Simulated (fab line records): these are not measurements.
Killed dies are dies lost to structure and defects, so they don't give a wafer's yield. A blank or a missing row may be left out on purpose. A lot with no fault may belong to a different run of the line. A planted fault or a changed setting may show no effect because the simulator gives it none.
Which tool did it? + flow sky130 + Sampling: 24 lots, 72 wafers, 6 of 708 route steps

## WHAT THE GAUGES READ, wafer by wafer
Not one reading of a measure or inspect step in the record can be checked against a usual standard deviation.

## TOOL THAT RAN EACH LOT (tool first, then ch and the chambers of the sampled wafers, then the start)
| lot  | SKY_LOCAL_INTERCONNECT_METAL_ETCH_14 | SKY_METAL1_SPUTTER_02       | SKY_METAL1_METAL_ETCH_19         | SKY_METAL2_SPUTTER_04       | SKY_METAL3_SPUTTER_00       | SKY_METAL3_SPUTTER_01       |
|------|--------------------------------------|-----------------------------|----------------------------------|-----------------------------|-----------------------------|-----------------------------|
| L074 | rieMetal-03 ch 0, day 29 19:25       | pvdSputter-01, day 31 01:18 | rieMetal-03 ch 0,1, day 32 04:47 | pvdSputter-04, day 33 10:33 | pvdSputter-04, day 35 18:22 | pvdSputter-04, day 35 18:24 |
| L075 | rieMetal-04 ch 0,1, day 30 11:13     | pvdSputter-01, day 31 16:26 | rieMetal-04 ch 1, day 32 19:41   | pvdSputter-04, day 34 00:20 | pvdSputter-01, day 36 08:03 | pvdSputter-01, day 36 08:05 |
| L076 | rieMetal-04 ch 0,1, day 30 21:01     | pvdSputter-02, day 32 02:50 | rieMetal-01 ch 0,1, day 33 06:20 | pvdSputter-03, day 34 11:29 | pvdSputter-04, day 36 19:47 | pvdSputter-04, day 36 19:49 |
| L077 | rieMetal-02 ch 0,1, day 31 00:51     | pvdSputter-01, day 32 06:13 | rieMetal-04 ch 1, day 33 09:29   | pvdSputter-04, day 34 14:56 | pvdSputter-04, day 36 22:16 | pvdSputter-04, day 36 22:17 |
| L078 | rieMetal-04 ch 0,1, day 31 17:43     | pvdSputter-02, day 32 23:43 | rieMetal-01 ch 0,1, day 34 02:31 | pvdSputter-04, day 35 08:08 | pvdSputter-01, day 37 16:04 | pvdSputter-01, day 37 16:05 |
| L079 | rieMetal-03 ch 0,1, day 31 18:57     | pvdSputter-04, day 33 00:34 | rieMetal-03 ch 1, day 34 03:34   | pvdSputter-01, day 35 08:29 | pvdSputter-04, day 37 16:09 | pvdSputter-04, day 37 16:10 |
| L080 | rieMetal-04 ch 0,1, day 32 05:55     | pvdSputter-02, day 33 11:35 | rieMetal-01 ch 0,1, day 34 14:43 | pvdSputter-04, day 35 20:24 | pvdSputter-01, day 38 03:13 | pvdSputter-01, day 38 03:14 |
| L081 | rieMetal-02 ch 0,1, day 32 12:58     | pvdSputter-02, day 33 19:04 | rieMetal-03 ch 0,1, day 34 21:51 | pvdSputter-01, day 36 02:52 | pvdSputter-01, day 38 09:20 | pvdSputter-01, day 38 09:22 |
| L082 | rieMetal-02 ch 0,1, day 32 22:01     | pvdSputter-01, day 34 03:13 | rieMetal-04 ch 0,1, day 35 05:59 | pvdSputter-04, day 36 10:34 | pvdSputter-01, day 38 17:24 | pvdSputter-01, day 38 17:25 |
| L083 | rieMetal-04 ch 1, day 33 20:53       | pvdSputter-02, day 35 02:19 | rieMetal-04 ch 0,1, day 36 05:34 | pvdSputter-03, day 37 10:54 | pvdSputter-02, day 39 17:22 | pvdSputter-02, day 39 17:23 |
| L084 | rieMetal-04 ch 0,1, day 34 00:15     | pvdSputter-04, day 35 05:17 | rieMetal-04 ch 0,1, day 36 08:23 | pvdSputter-04, day 37 13:02 | pvdSputter-02, day 39 18:45 | pvdSputter-02, day 39 18:46 |
| L085 | rieMetal-04 ch 0,1, day 34 02:08     | pvdSputter-02, day 35 07:43 | rieMetal-04 ch 0,1, day 36 10:28 | pvdSputter-04, day 37 15:02 | pvdSputter-01, day 39 20:33 | pvdSputter-01, day 39 20:34 |
| L086 | rieMetal-03 ch 1, day 34 18:43       | pvdSputter-04, day 36 00:16 | rieMetal-01 ch 0,1, day 37 02:43 | pvdSputter-03, day 38 06:42 | pvdSputter-02, day 40 11:55 | pvdSputter-02, day 40 11:56 |
| L087 | rieMetal-02 ch 0,1, day 35 10:43     | pvdSputter-04, day 36 15:55 | rieMetal-01 ch 0,1, day 37 18:02 | pvdSputter-01, day 38 22:29 | pvdSputter-04, day 41 03:18 | pvdSputter-04, day 41 03:19 |
| L088 | rieMetal-03 ch 0,1, day 35 21:14     | pvdSputter-01, day 37 02:23 | rieMetal-03 ch 0,1, day 38 04:24 | pvdSputter-04, day 39 08:16 | pvdSputter-01, day 41 12:04 | pvdSputter-01, day 41 12:05 |
| L089 | rieMetal-04 ch 0,1, day 36 03:08     | pvdSputter-04, day 37 08:26 | rieMetal-03 ch 0,1, day 38 10:10 | pvdSputter-01, day 39 14:41 | pvdSputter-02, day 41 17:46 | pvdSputter-02, day 41 17:47 |
| L090 | rieMetal-03 ch 0, day 36 04:00       | pvdSputter-04, day 37 09:35 | rieMetal-01 ch 1, day 38 11:44   | pvdSputter-04, day 39 15:40 | pvdSputter-02, day 41 18:55 | pvdSputter-02, day 41 18:56 |
| L091 | rieMetal-02 ch 0, day 36 07:03       | pvdSputter-04, day 37 12:10 | rieMetal-04 ch 0,1, day 38 14:34 | pvdSputter-03, day 39 18:04 | pvdSputter-04, day 41 21:45 | pvdSputter-04, day 41 21:46 |
| L092 | rieMetal-03 ch 0,1, day 36 08:31     | pvdSputter-01, day 37 13:24 | rieMetal-01 ch 0, day 38 15:31   | pvdSputter-01, day 39 18:23 | pvdSputter-02, day 41 22:40 | pvdSputter-02, day 41 22:41 |
| L093 | rieMetal-04 ch 0,1, day 36 12:32     | pvdSputter-01, day 37 17:24 | rieMetal-04 ch 0,1, day 38 19:24 | pvdSputter-04, day 39 23:35 | pvdSputter-01, day 42 02:46 | pvdSputter-01, day 42 02:47 |
| L094 | rieMetal-04 ch 0,1, day 36 18:07     | pvdSputter-02, day 37 23:03 | rieMetal-01 ch 0,1, day 39 00:17 | pvdSputter-01, day 40 04:10 | pvdSputter-01, day 42 06:54 | pvdSputter-01, day 42 06:55 |
| L095 | rieMetal-02 ch 0,1, day 37 16:43     | pvdSputter-04, day 38 22:01 | rieMetal-04 ch 0,1, day 39 23:16 | pvdSputter-04, day 41 02:11 | pvdSputter-01, day 43 04:52 | pvdSputter-01, day 43 04:53 |
| L096 | rieMetal-04 ch 0,1, day 37 18:27     | pvdSputter-04, day 38 22:56 | rieMetal-03 ch 0,1, day 40 00:35 | pvdSputter-01, day 41 03:44 | pvdSputter-02, day 43 05:19 | pvdSputter-02, day 43 05:20 |
| L097 | rieMetal-02 ch 0,1, day 38 10:09     | pvdSputter-01, day 39 13:43 | rieMetal-01 ch 0,1, day 40 14:53 | pvdSputter-01, day 41 17:26 | pvdSputter-02, day 43 17:25 | pvdSputter-02, day 43 17:26 |
- SKY_LOCAL_INTERCONNECT_METAL_ETCH_14: etches TiN in Cl2/BCl3, stops on PSG, target depth 110 nm, time 31.4 s.
- SKY_METAL1_SPUTTER_02: material AlCu, target thk 250 nm, time 13.3 s.
- SKY_METAL1_METAL_ETCH_19: etches the open film in Cl2/BCl3, stops on SiO2, target depth 360 nm, time 78 s.
- SKY_METAL2_SPUTTER_04: material TiN, target thk 70 nm, time 58.3 s.
- SKY_METAL3_SPUTTER_00: material Ti, target thk 15 nm, time 10 s.
- SKY_METAL3_SPUTTER_01: material TiN, target thk 20 nm, time 16.7 s.

## WHAT THE TOOLS THEMSELVES READ (means of the sampled wafers that have a number; where no wafer has one, the mark that the record gives instead)
SKY_LOCAL_INTERCONNECT_METAL_ETCH_14.
| lot  | tool        | bcl3FlowSccm (sccm) | drypumpMotorCurrentA (A) | mfcCl2Sccm (sccm) | oesProductAu (a.u.) | throttleValvePct (%) |
|------|-------------|---------------------|--------------------------|-------------------|---------------------|----------------------|
| L074 | rieMetal-03 | 29.94               | 6.1                      | 60.09             | 0.952               | 21.896               |
| L075 | rieMetal-04 | 29.98               | 5.6                      | 60.05             | 0.953               | 21.889               |
| L076 | rieMetal-04 | 30.02               | 5.6                      | 59.95             | 0.957               | 21.895               |
| L077 | rieMetal-02 | 30.01               | 5.9                      | 60.10             | 0.956               | 21.894               |
| L078 | rieMetal-04 | 30.04               | 5.9                      | 59.87             | 0.949               | 21.894               |
| L079 | rieMetal-03 | 29.99               | 6.0                      | 60.10             | 0.956               | 21.892               |
| L080 | rieMetal-04 | 30.02               | 5.6                      | 60.06             | 0.942               | 21.893               |
| L081 | rieMetal-02 | 30.06               | 6.0                      | 59.98             | 0.945               | 21.898               |
| L082 | rieMetal-02 | 30.07               | 5.9                      | 59.87             | 0.944               | 21.900               |
| L083 | rieMetal-04 | 30.11               | 6.2                      | 60.08             | 0.951               | 21.893               |
| L084 | rieMetal-04 | 30.00               | 5.9                      | 59.96             | 0.951               | 21.901               |
| L085 | rieMetal-04 | 30.10               | 5.9                      | 60.16             | 0.952               | 21.884               |
| L086 | rieMetal-03 | 29.98               | 5.6                      | 60.06             | 0.946               | 21.893               |
| L087 | rieMetal-02 | 29.98               | 6.0                      | 60.00             | 0.954               | 21.898               |
| L088 | rieMetal-03 | 30.01               | 6.0                      | 59.93             | 0.946               | 21.899               |
| L089 | rieMetal-04 | 29.90               | 5.6                      | 59.97             | 0.945               | 21.894               |
| L090 | rieMetal-03 | 30.06               | 6.2                      | 60.15             | 0.953               | 21.894               |
| L091 | rieMetal-02 | 30.05               | 6.2                      | 60.05             | 0.949               | 21.898               |
| L092 | rieMetal-03 | 30.03               | 6.0                      | 60.03             | 0.949               | 21.894               |
| L093 | rieMetal-04 | 30.01               | 5.9                      | 60.02             | 0.957               | 21.891               |
| L094 | rieMetal-04 | 29.94               | 5.9                      | 60.10             | 0.934               | 21.912               |
| L095 | rieMetal-02 | 29.93               | 6.0                      | 59.91             | 0.948               | 21.906               |
| L096 | rieMetal-04 | 30.02               | 5.9                      | 60.09             | 0.946               | 21.899               |
| L097 | rieMetal-02 | 30.01               | 6.0                      | 59.86             | 0.942               | 21.896               |

SKY_METAL1_SPUTTER_02.
| lot  | tool          | throttleValvePct (%) |
|------|---------------|----------------------|
| L074 | pvdSputter-01 | 30.3                 |
| L075 | pvdSputter-01 | 30.5                 |
| L076 | pvdSputter-02 | 29.9                 |
| L077 | pvdSputter-01 | 30.2                 |
| L078 | pvdSputter-02 | 30.1                 |
| L079 | pvdSputter-04 | 29.4                 |
| L080 | pvdSputter-02 | 30.8                 |
| L081 | pvdSputter-02 | 30.6                 |
| L082 | pvdSputter-01 | 30.1                 |
| L083 | pvdSputter-02 | 30.0                 |
| L084 | pvdSputter-04 | 29.2                 |
| L085 | pvdSputter-02 | 29.9                 |
| L086 | pvdSputter-04 | 28.5                 |
| L087 | pvdSputter-04 | 29.9                 |
| L088 | pvdSputter-01 | 30.0                 |
| L089 | pvdSputter-04 | 30.1                 |
| L090 | pvdSputter-04 | 29.7                 |
| L091 | pvdSputter-04 | 29.7                 |
| L092 | pvdSputter-01 | 30.4                 |
| L093 | pvdSputter-01 | 30.7                 |
| L094 | pvdSputter-02 | 30.1                 |
| L095 | pvdSputter-04 | 29.1                 |
| L096 | pvdSputter-04 | 30.0                 |
| L097 | pvdSputter-01 | 30.2                 |

SKY_METAL1_METAL_ETCH_19.
| lot  | tool        | bcl3FlowSccm (sccm) | drypumpMotorCurrentA (A) | mfcCl2Sccm (sccm) | oesProductAu (a.u.) | throttleValvePct (%) |
|------|-------------|---------------------|--------------------------|-------------------|---------------------|----------------------|
| L074 | rieMetal-03 | 29.98               | 6.0                      | 60.05             | 0.852               | 22.276               |
| L075 | rieMetal-04 | 29.88               | 6.2                      | 60.16             | 0.848               | 22.269               |
| L076 | rieMetal-01 | 29.95               | 6.0                      | 60.22             | 0.858               | 22.258               |
| L077 | rieMetal-04 | 29.84               | 6.2                      | 59.79             | 0.855               | 22.271               |
| L078 | rieMetal-01 | 29.98               | 6.0                      | 59.98             | 0.846               | 22.262               |
| L079 | rieMetal-03 | 30.09               | 5.6                      | 60.01             | 0.863               | 22.260               |
| L080 | rieMetal-01 | 30.04               | 6.2                      | 59.89             | 0.855               | 22.265               |
| L081 | rieMetal-03 | 30.03               | 5.8                      | 60.14             | 0.849               | 22.268               |
| L082 | rieMetal-04 | 29.97               | 5.9                      | 59.91             | 0.857               | 22.260               |
| L083 | rieMetal-04 | 30.12               | 5.6                      | 60.37             | 0.844               | 22.268               |
| L084 | rieMetal-04 | 30.01               | 5.6                      | 59.91             | 0.858               | 22.271               |
| L085 | rieMetal-04 | 30.10               | 5.6                      | 60.16             | 0.852               | 22.264               |
| L086 | rieMetal-01 | 30.06               | 6.0                      | 59.87             | 0.854               | 22.259               |
| L087 | rieMetal-01 | 29.99               | 6.0                      | 59.79             | 0.860               | 22.263               |
| L088 | rieMetal-03 | 30.00               | 6.0                      | 60.07             | 0.855               | 22.264               |
| L089 | rieMetal-03 | 30.04               | 6.0                      | 60.00             | 0.858               | 22.263               |
| L090 | rieMetal-01 | 30.03               | 5.8                      | 60.06             | 0.857               | 22.260               |
| L091 | rieMetal-04 | 30.04               | 5.9                      | 60.02             | 0.852               | 22.263               |
| L092 | rieMetal-01 | 30.00               | 6.4                      | 60.01             | 0.855               | 22.266               |
| L093 | rieMetal-04 | 29.92               | 5.9                      | 60.05             | 0.860               | 22.261               |
| L094 | rieMetal-01 | 30.01               | 6.2                      | 59.98             | 0.853               | 22.258               |
| L095 | rieMetal-04 | 30.04               | 5.6                      | 60.10             | 0.862               | 22.265               |
| L096 | rieMetal-03 | 30.05               | 5.8                      | 59.96             | 0.859               | 22.258               |
| L097 | rieMetal-01 | 30.04               | 6.2                      | 60.07             | 0.851               | 22.274               |

SKY_METAL2_SPUTTER_04.
| lot  | tool          | throttleValvePct (%) |
|------|---------------|----------------------|
| L074 | pvdSputter-04 | 29.9                 |
| L075 | pvdSputter-04 | 30.0                 |
| L076 | pvdSputter-03 | 30.5                 |
| L077 | pvdSputter-04 | 30.1                 |
| L078 | pvdSputter-04 | 29.4                 |
| L079 | pvdSputter-01 | 30.5                 |
| L080 | pvdSputter-04 | 29.4                 |
| L081 | pvdSputter-01 | 30.2                 |
| L082 | pvdSputter-04 | 29.7                 |
| L083 | pvdSputter-03 | 29.7                 |
| L084 | pvdSputter-04 | 29.9                 |
| L085 | pvdSputter-04 | 29.0                 |
| L086 | pvdSputter-03 | 29.8                 |
| L087 | pvdSputter-01 | 30.7                 |
| L088 | pvdSputter-04 | 30.5                 |
| L089 | pvdSputter-01 | 30.1                 |
| L090 | pvdSputter-04 | 29.1                 |
| L091 | pvdSputter-03 | 29.0                 |
| L092 | pvdSputter-01 | 30.9                 |
| L093 | pvdSputter-04 | 29.4                 |
| L094 | pvdSputter-01 | 30.0                 |
| L095 | pvdSputter-04 | 28.9                 |
| L096 | pvdSputter-01 | 30.2                 |
| L097 | pvdSputter-01 | 30.5                 |

SKY_METAL3_SPUTTER_00.
| lot  | tool          | throttleValvePct (%) |
|------|---------------|----------------------|
| L074 | pvdSputter-04 | 30.1                 |
| L075 | pvdSputter-01 | 30.1                 |
| L076 | pvdSputter-04 | 29.9                 |
| L077 | pvdSputter-04 | 29.3                 |
| L078 | pvdSputter-01 | 30.1                 |
| L079 | pvdSputter-04 | 30.0                 |
| L080 | pvdSputter-01 | 30.7                 |
| L081 | pvdSputter-01 | 30.5                 |
| L082 | pvdSputter-01 | 29.6                 |
| L083 | pvdSputter-02 | 30.6                 |
| L084 | pvdSputter-02 | 29.6                 |
| L085 | pvdSputter-01 | 30.4                 |
| L086 | pvdSputter-02 | 29.4                 |
| L087 | pvdSputter-04 | 29.2                 |
| L088 | pvdSputter-01 | 30.2                 |
| L089 | pvdSputter-02 | 31.1                 |
| L090 | pvdSputter-02 | 30.6                 |
| L091 | pvdSputter-04 | 28.9                 |
| L092 | pvdSputter-02 | 30.2                 |
| L093 | pvdSputter-01 | 31.0                 |
| L094 | pvdSputter-01 | 31.1                 |
| L095 | pvdSputter-01 | 30.5                 |
| L096 | pvdSputter-02 | 30.6                 |
| L097 | pvdSputter-02 | 30.6                 |

SKY_METAL3_SPUTTER_01.
| lot  | tool          | throttleValvePct (%) |
|------|---------------|----------------------|
| L074 | pvdSputter-04 | 30.2                 |
| L075 | pvdSputter-01 | 30.0                 |
| L076 | pvdSputter-04 | 30.0                 |
| L077 | pvdSputter-04 | 29.2                 |
| L078 | pvdSputter-01 | 30.0                 |
| L079 | pvdSputter-04 | 30.0                 |
| L080 | pvdSputter-01 | 30.6                 |
| L081 | pvdSputter-01 | 30.4                 |
| L082 | pvdSputter-01 | 29.6                 |
| L083 | pvdSputter-02 | 30.6                 |
| L084 | pvdSputter-02 | 29.5                 |
| L085 | pvdSputter-01 | 30.5                 |
| L086 | pvdSputter-02 | 29.6                 |
| L087 | pvdSputter-04 | 29.3                 |
| L088 | pvdSputter-01 | 30.1                 |
| L089 | pvdSputter-02 | 31.3                 |
| L090 | pvdSputter-02 | 30.8                 |
| L091 | pvdSputter-04 | 29.1                 |
| L092 | pvdSputter-02 | 30.2                 |
| L093 | pvdSputter-01 | 31.1                 |
| L094 | pvdSputter-01 | 31.1                 |
| L095 | pvdSputter-01 | 30.7                 |
| L096 | pvdSputter-02 | 30.5                 |
| L097 | pvdSputter-02 | 30.7                 |

## THE ANSWER, worked out from the rows above alone
Rule: the lots themselves supply what counts as usual. Put in order of their means at a reading, lots are off if they are a third of the lots or fewer, leave a main group of 4 or more, and stand apart from it by a gap of 3 or more times the standard deviation of the main group's means; of several such gaps the widest counts. If all means in a main group match to the digits the tables above print for the reading, that group is not used. Also off: a lot with no number at a reading for which 4 or more lots have one. All remaining lots with rows at the step are treated as sound. First the gauges in route order, then the tools' own readings, where a lot's mean is used as printed above. The first step at which some lot is off is used, and at that step the reading that is off furthest; a lot without a number counts as furthest.
Nothing can be told from this: no lot is off at any reading shown.

## WHAT THE SIMULATOR PUT IN
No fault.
